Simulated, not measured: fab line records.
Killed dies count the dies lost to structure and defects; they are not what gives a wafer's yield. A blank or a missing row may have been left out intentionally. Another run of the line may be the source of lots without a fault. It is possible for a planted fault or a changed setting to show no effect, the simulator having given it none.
fab line records	flow sky130
record lots=15	wafers=45	lastDay=50
route steps=708 shown VT_ADJUST_HVTR@141 VT_ADJUST_PCH@153 SONOS_ONO@168
lots that met no fault: from a run of the same line without faults
startH: the number of hours between the record's first day and the start of the first shown wafer of the lot	waitH: time in hours since the lot's previous step	" same as the row above	L1.1+2: one row covering several wafers at once	- value missing, or start not given	* or withheld: withheld	< > ~ a bound
route shown NAME@n: names a module that has steps shown in the file, with the first one's number in the route	usual: mean/standard deviation of fault-free wafers	same: alike in all rows	chamber/n: place in a boat	sites: the reading at each site	_std_site: standard deviation across them	_edge_site: mean of outer sites minus mean of inner sites	radiusMm: how far each site lies from the wafer's centre	mask NAME#n: copy n	behind: the most recent tool/chamber to have shaped the wafer	hold: the reason the lot was held/the length of the hold in hours/how it ended	device: which transistor (n, p or np) failed to switch	end of line: tests of these same wafers at the route's end	for a step that has no rows: nothing shown but its recipe	killed: dies that structure and defects cost at the first sort, which is not the same as the wafer's yield	map: shows each die of a wafer: x if killed, . if not, _ if none is there
set.NAME: the setting the step ran with; set.NAME@STEP: the setting that earlier step ran with	model.NAME: the simulator's own value behind a step, which no gauge read
the route's steps for a sample of lots (tables are steps, rows are wafers)
services: from which hour (startH, from the record's first day; less than 0 if before it) a tool's chamber was out of use, for how many hours, and why
## steps
# step SKY_VT_ADJUST_HVTR_STRIP_10
# recipe chemistry=O2/N2	powerW=1400	pressureMtorr=1500	platenTempC=withheld	o2FlowSccm=3000	n2FlowSccm=300	overashFraction=0.5
# usual drypumpMotorCurrentA=5.8/0.47	oesProductAu=0.716/0.0046	stripTimeToEndpointS=14.19/0.048
lot.wafer	tool	chamber	startH	waitH	drypumpMotorCurrentA	oesProductAu	rfHoursCounterH	stripTimeToEndpointS
L867.2	plasmaAsher-03	0	206.96	0.1	6.7	0.712	36	14.21
L867.3	"	1	"	"	5.5	0.716	-	14.17
L867.6	"	1	"	"	5.5	0.719	-	14.19
L868.3	plasmaAsher-04	1	211.79	0.1	6.2	0.721	-	14.15
L868.5	"	0	"	"	5.9	0.717	-	14.18
L868.6	"	1	"	"	6.2	0.719	-	14.16
L869.1	plasmaAsher-02	1	219.03	0.1	5.7	0.719	9	14.29
L869.3	"	0	"	"	5.3	0.718	-	14.29
L869.4	"	1	"	"	5.8	0.718	-	14.29
L872.2	plasmaAsher-02	0	236.84	0.1	5.2	0.716	11	14.18
L872.3	"	1	"	"	5.7	0.716	-	14.19
L872.6	"	0	"	"	5.3	0.724	-	14.17
L873.2	plasmaAsher-02	1	248.56	0.1	5.8	0.722	12	14.16
L873.3	"	1	"	"	5.8	0.721	-	14.20
L873.4	"	0	"	"	5.3	0.713	-	14.20
L876.2	plasmaAsher-02	0	262.78	0.1	5.2	0.711	14	14.19
L876.3	"	1	"	"	5.7	0.719	-	14.30
L876.4	"	0	"	"	5.3	0.709	-	14.22
L877.1	plasmaAsher-04	1	274.16	0.1	6.2	0.723	59	14.11
L877.4	"	1	"	"	6.2	0.724	-	14.14
L877.5	"	1	"	"	6.2	0.717	-	14.14
L878.2	plasmaAsher-03	1	281.69	0.1	5.6	0.720	44	14.16
L878.3	"	0	"	"	6.7	0.708	-	14.19
L878.4	"	1	"	"	5.6	0.717	-	14.16
L880.1	plasmaAsher-02	1	297.99	0.1	5.7	0.718	16	14.14
L880.4	"	0	"	"	5.3	0.721	-	14.12
L880.6	"	0	"	"	5.3	0.710	-	14.12
L885.2	plasmaAsher-03	0	333.38	0.1	6.7	0.709	50	14.20
L885.4	"	1	"	"	5.5	0.717	-	14.16
L885.6	"	1	"	"	5.5	0.720	-	14.20
L886.1	plasmaAsher-02	1	347.96	0.1	5.7	0.718	20	14.26
L886.5	"	0	"	"	5.3	0.712	-	14.29
L886.6	"	1	"	"	5.7	0.710	-	14.28
L887.1	plasmaAsher-02	0	356.13	0.1	5.3	0.715	21	14.24
L887.3	"	0	"	"	5.3	0.717	-	14.19
L887.4	"	1	"	"	5.7	0.709	-	14.16
L888.1	plasmaAsher-02	1	363.09	0.1	5.8	0.714	21	14.20
L888.4	"	0	"	"	5.3	0.720	-	14.20
L888.5	"	1	"	"	5.7	0.715	-	14.20
L889.1	plasmaAsher-04	1	364.79	0.1	6.2	0.715	69	14.18
L889.3	"	0	"	"	5.9	0.726	-	14.15
L889.4	"	1	"	"	6.2	0.716	-	14.14
L890.2	plasmaAsher-03	0	368.43	0.1	6.7	0.715	53	14.19
L890.4	"	0	"	"	6.7	0.710	-	14.21
L890.5	"	0	"	"	6.7	0.722	-	14.21
# step SKY_VT_ADJUST_PCH_TW_MEAS_10
# usual VT_ADJUST_PCH_TW=142.9/1
lot.wafer	tool	chamber	startH	waitH	VT_ADJUST_PCH_TW
L867.2	filmMetro-03	-	228.68	0.1	141.8
L867.3	"	-	"	"	141.7
L867.6	"	-	"	"	142.1
L868.3	filmMetro-01	-	233.91	0.1	143.6
L868.5	"	-	"	"	143.8
L868.6	"	-	"	"	145.3
L869.1	filmMetro-02	-	241.76	0.1	144.3
L869.3	"	-	"	"	143.0
L869.4	"	-	"	"	143.4
L872.2	filmMetro-01	-	260.13	0.1	144.4
L872.3	"	-	"	"	144.0
L872.6	"	-	"	"	144.2
L873.2	filmMetro-02	-	273.32	0.1	143.6
L873.3	"	-	"	"	144.4
L873.4	"	-	"	"	144.0
L876.2	filmMetro-03	-	287.48	0.1	143.1
L876.3	"	-	"	"	142.7
L876.4	"	-	"	"	142.8
L877.1	filmMetro-03	-	299.24	0.1	141.3
L877.4	"	-	"	"	142.4
L877.5	"	-	"	"	142.6
L878.2	filmMetro-03	-	307.33	0.1	141.1
L878.3	"	-	"	"	142.2
L878.4	"	-	"	"	141.7
L880.1	filmMetro-02	-	323.26	0.1	144.0
L880.4	"	-	"	"	144.4
L880.6	"	-	"	"	142.8
L885.2	filmMetro-03	-	360.65	0.1	142.2
L885.4	"	-	"	"	142.0
L885.6	"	-	"	"	142.6
L886.1	filmMetro-03	-	375.96	0.1	142.5
L886.5	"	-	"	"	142.7
L886.6	"	-	"	"	142.3
L887.1	filmMetro-03	-	384.94	0.1	141.1
L887.3	"	-	"	"	141.5
L887.4	"	-	"	"	141.9
L888.1	filmMetro-01	-	390.77	0.1	143.8
L888.4	"	-	"	"	143.7
L888.5	"	-	"	"	144.2
L889.1	filmMetro-03	-	392.16	0.1	141.7
L889.3	"	-	"	"	141.7
L889.4	"	-	"	"	142.2
L890.2	filmMetro-03	-	396.62	0.1	141.1
L890.4	"	-	"	"	141.1
L890.5	"	-	"	"	142.2
# step SKY_SONOS_ONO_OXIDATION_00
# recipe tempC=800	ambient=O2	idleTempC=700	rampUpCPerMin=10	rampDownCPerMin=3	stabiliseS=600	purgeS=300	targetThkA=26	oxTimeS=1249
# usual oxTempC=800.0/0.34	oxTempCMax=804.4/1.4	spikeTcCentreC=800.4/1
lot.wafer	tool	chamber	startH	waitH	oxTempC	oxTempCMax	spikeTcCentreC
L867.2	furnace-02	0	252.53	0.0	800.3	803.8	799.6
L867.3	"	0	"	"	799.4	802.6	802.4
L867.6	"	0	"	"	800.0	802.7	801.1
L868.3	furnace-02	0	259.38	1.1	800.3	803.1	800.6
L868.5	"	0	"	"	800.3	803.9	800.6
L868.6	"	0	"	"	800.2	803.3	800.1
L869.1	furnace-01	0	268.60	2.4	799.7	807.6	801.9
L869.3	"	0	"	"	799.8	804.5	801.2
L869.4	"	0	"	"	800.0	805.7	800.8
L872.2	furnace-02	0	284.57	0.1	800.3	803.5	799.2
L872.3	"	0	"	"	800.4	803.4	799.1
L872.6	"	0	"	"	800.4	803.0	802.8
L873.2	furnace-01	0	299.73	0.7	800.0	807.3	799.7
L873.3	"	0	"	"	800.3	806.2	799.9
L873.4	"	0	"	"	800.1	805.7	800.5
L876.2	furnace-02	0	315.58	1.6	800.0	802.4	798.8
L876.3	"	0	"	"	800.4	803.7	799.3
L876.4	"	0	"	"	800.0	803.3	801.1
L877.1	furnace-01	0	326.62	1.6	800.0	805.2	799.7
L877.4	"	0	"	"	800.1	805.4	800.2
L877.5	"	0	"	"	799.6	805.8	800.5
L878.2	furnace-01	0	335.06	1.4	800.1	805.6	800.5
L878.3	"	0	"	"	799.5	805.9	801.4
L878.4	"	0	"	"	799.6	804.9	801.1
L880.1	furnace-01	0	351.42	1.1	799.8	804.8	801.0
L880.4	"	0	"	"	799.5	805.3	800.7
L880.6	"	0	"	"	800.2	805.6	800.5
L885.2	furnace-01	-	391.61	2.7	-	-	-
L885.4	"	-	"	"	-	-	-
L885.6	"	-	"	"	-	-	-
L886.1	furnace-01	-	405.17	0.7	-	-	-
L886.5	"	-	"	"	-	-	-
L886.6	"	-	"	"	-	-	-
L887.1	furnace-02	-	414.44	0.0	-	-	-
L887.3	"	-	"	"	-	-	-
L887.4	"	-	"	"	-	-	-
L888.1	furnace-02	0	421.62	1.1	800.0	803.2	799.7
L888.4	"	0	"	"	800.1	803.3	800.4
L888.5	"	0	"	"	799.8	802.4	801.3
L889.1	furnace-01	0	423.09	0.6	799.8	806.5	800.1
L889.3	"	0	"	"	800.3	805.0	799.4
L889.4	"	0	"	"	799.8	804.5	798.9
L890.2	furnace-01	0	427.45	0.7	800.3	806.0	799.2
L890.4	"	0	"	"	799.9	807.5	800.6
L890.5	"	0	"	"	799.7	804.2	800.7
# step SKY_SONOS_ONO_CD_MEAS_13
# recipe targetCdNm=410
# usual cdNm=410.7/2.1
lot.wafer	tool	chamber	startH	waitH	cdNm
L867.2	cdSem-01	-	281.06	0.1	408.6
L867.3	"	-	"	"	408.3
L867.6	"	-	"	"	409.3
L868.3	cdSem-01	-	287.67	0.1	410.2
L868.5	"	-	"	"	412.0
L868.6	"	-	"	"	409.6
L869.1	cdSem-01	-	300.48	0.1	412.5
L869.3	"	-	"	"	411.4
L869.4	"	-	"	"	409.4
L872.2	cdSem-02	-	314.46	0.1	409.4
L872.3	"	-	"	"	407.9
L872.6	"	-	"	"	406.0
L873.2	cdSem-02	-	329.90	0.1	412.6
L873.3	"	-	"	"	413.4
L873.4	"	-	"	"	412.6
L876.2	cdSem-02	-	345.67	0.1	407.6
L876.3	"	-	"	"	408.0
L876.4	"	-	"	"	407.4
L877.1	cdSem-01	-	358.79	0.1	415.6
L877.4	"	-	"	"	414.0
L877.5	"	-	"	"	414.2
L878.2	cdSem-02	-	366.26	0.1	405.4
L878.3	"	-	"	"	409.5
L878.4	"	-	"	"	410.0
L880.1	cdSem-01	-	384.95	0.1	411.4
L880.4	"	-	"	"	411.6
L880.6	"	-	"	"	412.4
L885.2	cdSem-02	-	426.96	0.1	410.3
L885.4	"	-	"	"	412.0
L885.6	"	-	"	"	408.5
L886.1	cdSem-02	-	438.95	0.1	409.1
L886.5	"	-	"	"	409.2
L886.6	"	-	"	"	408.2
L887.1	cdSem-02	-	449.40	0.1	414.1
L887.3	"	-	"	"	413.1
L887.4	"	-	"	"	413.3
L888.1	cdSem-02	-	456.33	0.1	408.2
L888.4	"	-	"	"	409.2
L888.5	"	-	"	"	408.5
L889.1	cdSem-02	-	458.84	0.1	413.1
L889.3	"	-	"	"	413.0
L889.4	"	-	"	"	412.9
L890.2	cdSem-01	-	462.67	0.1	409.0
L890.4	"	-	"	"	408.2
L890.5	"	-	"	"	410.8
## services
tool	chamber	startH	hours	kind
furnace-02	-	217.98	4.5	pm
plasmaAsher-04	-	221.33	4.1	repair
furnace-01	-	257.39	8.5	repair
plasmaAsher-02	-	277.41	13.9	pm
furnace-01	-	294.08	2.8	pm
plasmaAsher-03	-	298.33	0.4	repair
plasmaAsher-03	-	300.21	1.9	repair
plasmaAsher-02	-	311.71	8.1	repair
furnace-01	-	318.89	4.7	pm
plasmaAsher-04	-	324.07	2.8	pm
furnace-02	-	325.28	3.2	pm
plasmaAsher-02	-	329.38	4.0	pm
furnace-01	-	369.06	17.2	pm
plasmaAsher-03	-	376.92	0.8	repair
plasmaAsher-03	-	379.36	1.3	repair
## key
firstSign step=SKY_SONOS_ONO_OXIDATION_00	reading=toolRecord	direction=missing
effect none on later readings
metAt SKY_SONOS_ONO_OXIDATION_00
struckLots L885,L886,L887
laterRowsLeftOut L885.2,L885.4,L885.6,L886.1,L886.5,L886.6,L887.1,L887.3,L887.4
sortLeftOut L885.2,L885.4,L885.6,L886.1,L886.5,L886.6,L887.1,L887.3,L887.4
testerLeftOut L885,L886,L887
notActingAt SKY_VT_ADJUST_HVTR_STRIP_10,SKY_VT_ADJUST_PCH_TW_MEAS_10,SKY_SONOS_ONO_CD_MEAS_13
onsetBetween 351.42 391.61
fault kind=skippedStepWhole	tool=furnace-01,furnace-02	chamber=-	onsetH=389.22	steps=SKY_SONOS_ONO_OXIDATION_00	scope=struckLotsOnly
# testerLeftOut: of these lots the tester's yield and bins aren't shown, on N5 and GAA mostly nor the transistor test; their killed dies are dies lost to structure and defects alone, not to doping, threshold or leakage, so they don't give the yield
# sortLeftOut: the simulated sort isn't trusted on such a fault, so these wafers' sort isn't shown, and their yield isn't known
# laterRowsLeftOut: the simulator's readings of these wafers behind a module that went badly wrong aren't trusted and aren't shown, but for the sort
